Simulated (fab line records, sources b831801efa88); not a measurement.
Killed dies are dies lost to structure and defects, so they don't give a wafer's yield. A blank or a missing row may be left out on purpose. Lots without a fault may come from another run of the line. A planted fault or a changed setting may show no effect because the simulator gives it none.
fab line records | flow sky130 | part 2 of 2: steps 35 to 46 of 46
record lots=5 wafers=15 last_day=49
route steps=708 shown VT_ADJUST_HVTR@140 VT_ADJUST_PCH@143 SONOS_TUNNEL@154 SONOS_ONO@168
lots that met no fault: from a run of the same line without faults
start_h: hours from the record's first day to the start of the lot's first wafer shown | wait_h: hours since the lot's step before | " the same as in the row above | L1.1+2: a row that stands for several wafers | - no value, or no start given | * or withheld: withheld | < > ~ a bound
route shown NAME@n: a module of which the file shows steps, and the number in the route of the first | usual: mean/standard deviation of fault-free wafers | same: alike in all rows | chamber/n: place in a boat | sites: the reading at each site | _std_site: their standard deviation | _edge_site: outer sites' mean less inner sites' | radius_mm: how far each site lies from the wafer's centre | mask NAME#n: copy n | behind: the tool/chamber that last shaped the wafer | hold: why the lot was held/for how many hours/how that ended | device: the transistor (n, p or np) that didn't switch | end of line: the same wafers' tests at the end of the route | a step without rows: its recipe alone | killed: dies lost to structure and defects at the first sort, not the wafer's yield | map: a wafer's dies, x killed, . not, _ none there
set.NAME: the setting as run; set.NAME@STEP: as run at that earlier step | model.NAME: the simulator's own value behind a step, which no gauge read
lots at some steps of the route; a table a step, a row a wafer
services: from which hour (start_h, from the record's first day; less than 0 if before it) a tool's chamber was out of use, for how many hours, and why
## steps
# step SKY_SONOS_ONO_DEHYDRATE_06
# recipe temp_c=200 time_s=60
# columns lot.wafer tool chamber start_h wait_h
L082.3+4+6 litho_track-04 0 340.59 12.8
L086.2+5+6 litho_track-03 0 359.05 12.5
L089.1+3+6 litho_track-04 0 386.69 13.1
L091.1+3+6 litho_track-03 0 396.72 13.4
L093.2+3+4 litho_track-04 0 421.81 14.0
# step SKY_SONOS_ONO_HMDS_07
# recipe prime_time_s=60 prime_temp_c=120
# columns lot.wafer tool chamber start_h wait_h
L082.3+4+6 litho_track-04 0 340.74 0.1
L086.2+5+6 litho_track-03 0 359.20 0.1
L089.1+3+6 litho_track-04 0 386.84 0.1
L091.1+3+6 litho_track-03 0 396.87 0.1
L093.2+3+4 litho_track-04 0 421.96 0.1
# step SKY_SONOS_ONO_COAT_08
# recipe resist=NOVOLAK spin_rpm=3000 resist_thk_nm=1140
# columns lot.wafer tool chamber start_h wait_h
L082.3+4+6 litho_track-04 0 340.89 0.1
L086.2+5+6 litho_track-03 0 359.35 0.1
L089.1+3+6 litho_track-04 0 386.99 0.1
L091.1+3+6 litho_track-03 0 397.02 0.1
L093.2+3+4 litho_track-04 0 422.11 0.1
# step SKY_SONOS_ONO_SOFTBAKE_09
# recipe temp_c=90 time_s=60 resist=NOVOLAK
# columns lot.wafer tool chamber start_h wait_h
L082.3+4+6 litho_track-04 0 341.04 0.1
L086.2+5+6 litho_track-03 0 359.50 0.1
L089.1+3+6 litho_track-04 0 387.14 0.1
L091.1+3+6 litho_track-03 0 397.17 0.1
L093.2+3+4 litho_track-04 0 422.26 0.1
# step SKY_SONOS_ONO_EXPOSE_10
# recipe mask_id=ONOM target_cd_nm=410 na=0.6 source_shape=conventional sigma_outer=0.6 dose_mj=150
# columns lot.wafer tool chamber start_h wait_h mask
L082.3+4+6 iline_stepper-02 0 - - ONOM#0
L086.2+5+6 iline_stepper-01 0 - - ONOM#0
L089.1+3+6 iline_stepper-02 0 - - ONOM#0
L091.1+3+6 iline_stepper-01 0 - - ONOM#0
L093.2+3+4 iline_stepper-02 0 - - ONOM#0
# step SKY_SONOS_ONO_PEB_11
# recipe temp_c=withheld time_s=* resist=NOVOLAK
# columns lot.wafer tool chamber start_h wait_h
L082.3+4+6 litho_track-01 0 - -
L086.2+5+6 litho_track-03 0 - -
L089.1+3+6 litho_track-03 0 - -
L091.1+3+6 litho_track-04 0 - -
L093.2+3+4 litho_track-04 0 - -
# step SKY_SONOS_ONO_DEVELOP_12
# recipe develop_time_s=60 dev_temp_c=23
# columns lot.wafer tool chamber start_h wait_h
L082.3+4+6 litho_track-01 0 354.86 0.1
L086.2+5+6 litho_track-03 0 373.50 0.1
L089.1+3+6 litho_track-03 0 401.52 0.1
L091.1+3+6 litho_track-04 0 411.69 0.1
L093.2+3+4 litho_track-04 0 437.66 0.1
# step SKY_SONOS_ONO_CD_MEAS_13
# recipe target_cd_nm=410
# usual cd_nm=410.0/2.5
# columns lot.wafer tool chamber start_h wait_h cd_nm
L082.3 cd_sem-01 - 355.00 0.1 408.7
L082.4 " - " " 407.7
L082.6 " - " " 408.4
L086.2 cd_sem-02 - 373.64 0.1 409.7
L086.5 " - " " 408.3
L086.6 " - " " 410.2
L089.1 cd_sem-01 - 401.67 0.1 409.0
L089.3 " - " " 409.2
L089.6 " - " " 409.3
L091.1 cd_sem-01 - 411.84 0.1 408.2
L091.3 " - " " 408.8
L091.6 " - " " 406.5
L093.2 cd_sem-02 - 437.81 0.1 413.7
L093.3 " - " " 412.6
L093.4 " - " " 410.5
# step SKY_SONOS_ONO_OVL_MEAS_14
# usual SONOS_ONO_OVL=-1.0/1.7
# columns lot.wafer tool chamber start_h wait_h SONOS_ONO_OVL[nm]
L082.3 overlay-01 - 355.10 0.1 0.0
L082.4 " - " " -1.4
L082.6 " - " " -0.9
L086.2 overlay-01 - 373.75 0.1 -3.1
L086.5 " - " " -1.8
L086.6 " - " " -2.6
L089.1 overlay-01 - 401.79 0.1 -2.6
L089.3 " - " " -1.8
L089.6 " - " " -1.8
L091.1 overlay-01 - 411.96 0.1 -1.2
L091.3 " - " " -3.6
L091.6 " - " " -4.4
L093.2 overlay-02 - 437.91 0.1 -0.7
L093.3 " - " " -1.5
L093.4 " - " " -2.1
# step SKY_SONOS_ONO_ETCH_15
# recipe target_depth_nm=19.52 chemistry=CHF3/O2 source_w=600 bias_w=200 pressure_mtorr=40 chf3_flow_sccm=50 O2_flow_sccm=5 time_s=7.8
# usual O2_flow_sccm=4.999/0.014 drypump_motor_current_A=5.5/0.55 oes_product_au=0.997/0.011 throttle_valve_pct=8.825/0.0088
# columns lot.wafer tool chamber start_h wait_h O2_flow_sccm drypump_motor_current_A oes_product_au rf_hours_counter_h throttle_valve_pct
L082.3 rie_diel-03 2 355.12 0.0 5.003 6.1 1.002 93 8.808
L082.4 " 3 " " 4.994 4.7 1.013 9 8.836
L082.6 " 2 " " 4.993 6.1 1.001 - 8.841
L086.2 rie_diel-01 3 373.78 0.0 4.990 6.0 0.999 101 8.821
L086.5 " 3 " " 4.996 6.0 0.998 - 8.816
L086.6 " 0 " " 4.994 5.0 0.975 - 8.815
L089.1 rie_diel-04 1 401.83 0.0 4.987 4.8 0.971 61 8.812
L089.3 " 0 " " 4.992 6.3 0.993 70 8.825
L089.6 " 3 " " 5.000 5.8 0.997 - 8.833
L091.1 rie_diel-03 3 411.99 0.0 5.004 4.7 1.003 10 8.825
L091.3 " 1 " " 4.991 5.8 1.002 16 8.819
L091.6 " 3 " " 4.977 4.7 0.998 - 8.826
L093.2 rie_diel-03 3 437.94 0.0 4.981 4.7 0.989 11 8.818
L093.3 " 1 " " 5.005 5.8 0.989 16 8.835
L093.4 " 2 " " 5.004 6.1 0.996 94 8.835
# step SKY_SONOS_ONO_WET_ETCH_16
# recipe chemistry=dHF target_depth_nm=14 dry=n2_spin target=SiO2 dilution=100:1 temp_c=25 time_s=280
# columns lot.wafer tool chamber start_h wait_h
L082.3+4+6 wet_bench-03 2 355.14 0.0
L086.2+5+6 wet_bench-01 2 373.80 0.0
L089.1+3+6 wet_bench-01 0 401.85 0.0
L091.1+3+6 wet_bench-01 0 412.01 0.0
L093.2+3+4 wet_bench-01 2 437.96 0.0
# step SKY_SONOS_ONO_STRIP_17
# recipe chemistry=O2/N2 power_w=1400 pressure_mtorr=1500 platen_temp_c=withheld o2_flow_sccm=3000 n2_flow_sccm=300 overash_fraction=0.5
# usual drypump_motor_current_A=5.9/0.33 n2_flow_sccm=300.1/0.99 oes_product_au=0.710/0.0049 strip_time_to_endpoint_s=14.09/0.044
# columns lot.wafer tool chamber start_h wait_h drypump_motor_current_A n2_flow_sccm oes_product_au rf_hours_counter_h strip_time_to_endpoint_s
L082.3 plasma_asher-04 1 355.26 0.0 5.9 300.2 0.710 - 14.06
L082.4 " 0 " " 5.6 299.2 0.709 - 14.05
L082.6 " 1 " " 5.9 299.9 0.702 - 14.04
L086.2 plasma_asher-02 0 373.88 0.0 5.8 299.4 0.712 74 14.08
L086.5 " 1 " " 6.1 300.4 0.717 - 14.04
L086.6 " 0 " " 5.9 300.2 0.707 - 14.08
L089.1 plasma_asher-04 1 401.94 0.0 5.9 297.6 0.715 77 14.09
L089.3 " 1 " " 5.9 299.1 0.710 - 14.07
L089.6 " 1 " " 5.9 299.0 0.714 - 14.06
L091.1 plasma_asher-02 1 412.11 0.0 6.1 300.1 0.711 77 14.00
L091.3 " 0 " " 5.9 300.5 0.714 - 14.04
L091.6 " 1 " " 6.2 299.5 0.713 - 14.06
L093.2 plasma_asher-03 0 438.05 0.0 5.4 301.0 0.708 30 14.10
L093.3 " 0 " " 5.4 301.7 0.711 - 14.09
L093.4 " 1 " " 6.4 301.7 0.711 - 14.07
## services
# columns tool chamber start_h hours kind
iline_stepper-01 - 254.35 4.3 pm
implanter-04 - 259.84 4.4 pm
implanter-04 - 264.27 3.2 pm
plasma_asher-04 - 271.88 2.8 repair
wet_bench-03 - 272.28 4.1 repair
lpcvd-02 - 274.43 14.6 pm
plasma_asher-03 - 278.06 2.0 repair
iline_stepper-02 - 280.29 1.7 pm
iline_stepper-01 - 281.96 2.2 repair
plasma_asher-03 - 288.80 1.2 repair
wet_bench-03 - 299.25 7.5 repair
plasma_asher-03 - 299.98 2.8 pm
iline_stepper-01 - 302.22 1.7 pm
wet_bench-01 - 304.57 5.3 repair
wet_bench-01 - 315.34 1.2 repair
lpcvd-03 - 330.13 2.8 pm
implanter-04 - 338.24 2.1 repair
lpcvd-02 - 350.26 0.8 pm
iline_stepper-02 - 353.77 14.9 repair
implanter-04 - 364.79 0.5 repair
implanter-01 - 365.05 3.2 pm
plasma_asher-03 - 412.14 1.6 repair
lpcvd-02 - 421.17 2.8 pm
plasma_asher-02 - 421.27 9.0 pm
